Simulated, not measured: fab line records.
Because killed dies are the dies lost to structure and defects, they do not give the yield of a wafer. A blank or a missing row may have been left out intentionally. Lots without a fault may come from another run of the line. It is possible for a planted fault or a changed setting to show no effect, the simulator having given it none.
Comparing a struck lot with a sound one ; flow sfq_line ; 41 steps out of a route of 325
Sound: these wafers, L767.1, L767.4, L767.6. Struck: wafer L776.2 (left out: L776.3, L776.5 of the same lot, which were not struck); the cause appears at the end.
Each step with rows lists, per side, the tool, then ch with its chambers, then its first start. Under that, the readings that differ: sound wafers ; struck wafers ; difference of the means ; sigmas: that difference in standard deviations of wafers without a fault.
alike: readings with means less than 2 such deviations apart, plus words and numbers identical on both sides. not compared: withheld readings, readings lacking a value on some wafer, bounds such as >300 that could conceal the same value, and numbers that have no deviation in the record and whose values overlap.
A row with sigmas, a row that says differs or no value, or rows on one side alone: a step with any of these is where the two part. When numbers do not overlap yet have no deviation, they are printed without sigmas and do not part them. Lack of a reading on every wafer of one side parts them only where that side has two or more wafers.

first, 6 steps without rows for these wafers: SFQ_TRILAYER_M7_LITHO_COAT_182 (resist thk 62 nm); SFQ_TRILAYER_M7_LITHO_COAT_177 (resist thk 600 nm); SFQ_TRILAYER_M7_LITHO_SOFTBAKE_181; SFQ_TRILAYER_M7_LITHO_EXPOSE_178 (exposes mask M7, target cd 500 nm); SFQ_TRILAYER_M7_LITHO_PEB_180 (peb time 60 s); SFQ_TRILAYER_M7_LITHO_DEVELOP_179 (time 60 s).
SFQ_M7_OVL_MEAS_945:
  sound: overlay-02 at day 66 00:49; struck: overlay-02 at day 67 03:17
  alike: M7_OVL
SFQ_TRILAYER_M7_BARC_OPEN_METAL_ETCH_229: etches BARC in O2, target depth 125 nm, time 41.7 s.
  sound on rie_metal-02 ch 0,1, day 66 00:52; struck on rie_metal-01 ch 0, day 67 03:19
reading;sound;struck;difference;sigmas
oes_product_au (a.u.);0.681 0.677 0.683;0.690;+0.010;+2
  alike: drypump_motor_current_A
  not compared: rf_hours_counter_h
SFQ_TRILAYER_M7_ETCH_METAL_ETCH_180: etches Nb in Cl2/Ar, stops on SiO2, target depth 240 nm, time 120 s.
  sound on rie_metal-02 ch 0,1, day 66 00:55; struck on rie_metal-01 ch 0, day 67 03:22
  alike: drypump_motor_current_A, oes_product_au
  not compared: rf_hours_counter_h
then, 2 steps without rows for these wafers: SFQ_TRILAYER_M7_STRIP_STRIP_181 (strips in O2); SFQ_TRILAYER_M7_STRIP_SOLV_CLEAN_182 (cleans in NMP, time 600 s).
SFQ_TRILAYER_I7_DEP_PECVD_183: deposits SiO2 from SiH4/N2O, time 111.11 s, target thk 500 nm.
  sound on pecvd-03 ch 1,2, day 66 01:49; struck on pecvd-01 ch 1, day 67 04:16
  alike: heater_power_w, throttle_valve_pct
SFQ_TRILAYER_I7_CMP_CMP_184: polishes SiO2.
  sound on cmp-01 ch 1,2,3, day 66 02:24; struck on cmp-01 ch 0, day 67 07:48
reading;sound;struck;difference;sigmas
time_to_endpoint_s (s);223 230 228;277;+50;+8
model.SiO2_of_TRILAYER_I7_DEP_PECVD_183.thk_nm (nm);202.3 201.5 200.8;304.7;+103.2;
  alike: motor_current_A
SFQ_I7_BOW_MEAS_946:
  sound: film_metro-03 at day 66 04:54; struck: film_metro-03 at day 67 09:49
  alike: I7_BOW
SFQ_TRILAYER_I7_METRO_MEASURE_185:
  sound: film_metro-03 at day 66 05:01; struck: film_metro-03 at day 67 10:07
reading;sound;struck;difference;sigmas
thk_nm (nm);202.3 201.4 200.8;304.8;+103.3;+99 or more
then, 6 steps without rows for these wafers: SFQ_TRILAYER_I7_VIA_LITHO_COAT_192 (resist thk 62 nm); SFQ_TRILAYER_I7_VIA_LITHO_COAT_187 (resist thk 650 nm); SFQ_TRILAYER_I7_VIA_LITHO_SOFTBAKE_191; SFQ_TRILAYER_I7_VIA_LITHO_EXPOSE_188 (exposes mask I7, target cd 1000 nm); SFQ_TRILAYER_I7_VIA_LITHO_PEB_190 (peb time 60 s); SFQ_TRILAYER_I7_VIA_LITHO_DEVELOP_189 (time 60 s).
-- the record jumps here: 4 days lie between the struck wafers' starts before and after --
SFQ_I7_OVL_MEAS_947:
  sound: overlay-01 at day 70 13:28; struck: overlay-01 at day 71 03:52
  alike: I7_OVL
SFQ_TRILAYER_I7_VIA_BARC_OPEN_VIA_ETCH_260: etches BARC in O2, target depth 125 nm, time 41.7 s.
  sound on rie_diel-04 ch 0,2, day 70 13:30; struck on rie_diel-04 ch 3, day 71 03:54
  alike: drypump_motor_current_A, oes_product_au
  not compared: rf_hours_counter_h
SFQ_TRILAYER_I7_VIA_ETCH_VIA_ETCH_190: etches SiO2 in CHF3, stops on Nb, target depth 260 nm.
  sound on rie_diel-04 ch 0,2, day 70 13:32; struck on rie_diel-04 ch 3, day 71 03:56
reading;sound;struck;difference;sigmas
oes_product_au (a.u.);0.870 0.859 0.865;1.008;+0.143;+25
model.etch.depth_nm (nm);202.3 201.5 200.8;261.2;+59.7;
model.I7.feature_depth_nm (nm);202.3 201.5 200.8;261.2;+59.7;
  alike: drypump_motor_current_A
SFQ_TRILAYER_I7_VIA_STRIP_STRIP_191: strips in O2.
  sound on rie_metal-03 ch 0,1, day 70 13:39; struck on rie_metal-02 ch 1, day 71 04:03
  alike: drypump_motor_current_A, oes_product_au
  not compared: rf_hours_counter_h
then, 8 steps without rows for these wafers: SFQ_TRILAYER_I7_VIA_STRIP_SOLV_CLEAN_192 (cleans in NMP, time 600 s); SFQ_TRILAYER_M8_LITHO_LOR_COAT_197; SFQ_TRILAYER_M8_LITHO_LOR_BAKE_198; SFQ_TRILAYER_M8_LITHO_COAT_193 (resist thk 600 nm); SFQ_TRILAYER_M8_LITHO_SOFTBAKE_199; SFQ_TRILAYER_M8_LITHO_EXPOSE_194 (exposes mask M8, target cd 2000 nm); SFQ_TRILAYER_M8_LITHO_PEB_196 (peb time 60 s); SFQ_TRILAYER_M8_LITHO_DEVELOP_195 (img clear 15 s, time 55 s).
-- the record jumps here: 3 days lie between the struck wafers' starts before and after --
SFQ_M8_OVL_MEAS_948:
  sound: overlay-02 at day 72 23:06; struck: overlay-02 at day 73 18:06
  alike: M8_OVL
then, 3 steps without rows for these wafers: SFQ_TRILAYER_M8_DEP_EVAP_197 (material Ti, target thk 20 nm, time 100 s); SFQ_TRILAYER_M8_DEP_EVAP_198 (material Pt, target thk 50 nm, time 250 s); SFQ_TRILAYER_M8_DEP_EVAP_196 (material Au, target thk 180 nm, time 900 s).
SFQ_M8_RS_MEAS_949: measures by four-point-probe.
  sound: film_metro-03 at day 72 23:53; struck: film_metro-03 at day 73 18:53
  alike: M8_AU_RS
SFQ_M8_THK_MEAS_950: measures by xrf.
  sound: film_metro-03 at day 73 00:00; struck: film_metro-03 at day 73 19:00
  alike: M8_AU_THK
then, 1 step without rows for these wafers: SFQ_TRILAYER_M8_LIFTOFF_LIFTOFF_197 (chemistry NMP, time 600 s).
SFQ_M8_BOW_MEAS_951:
  sound: film_metro-02 at day 73 00:14; struck: film_metro-04 at day 73 19:14
reading;sound;struck;difference;sigmas
model.etest.i7.link_ohm;1.058 1.059 1.047;1e+06;+1e+06;
  alike: M8_BOW

== WHERE THEY PART ==
Last at SFQ_TRILAYER_I7_VIA_ETCH_VIA_ETCH_190 as far as this record goes, first at SFQ_TRILAYER_M7_BARC_OPEN_METAL_ETCH_229. Later steps at which nothing parts them and some readings are alike: SFQ_TRILAYER_I7_VIA_STRIP_STRIP_191, SFQ_M8_OVL_MEAS_948, SFQ_M8_RS_MEAS_949, SFQ_M8_THK_MEAS_950, SFQ_M8_BOW_MEAS_951.

WHY: whatever the simulator had introduced
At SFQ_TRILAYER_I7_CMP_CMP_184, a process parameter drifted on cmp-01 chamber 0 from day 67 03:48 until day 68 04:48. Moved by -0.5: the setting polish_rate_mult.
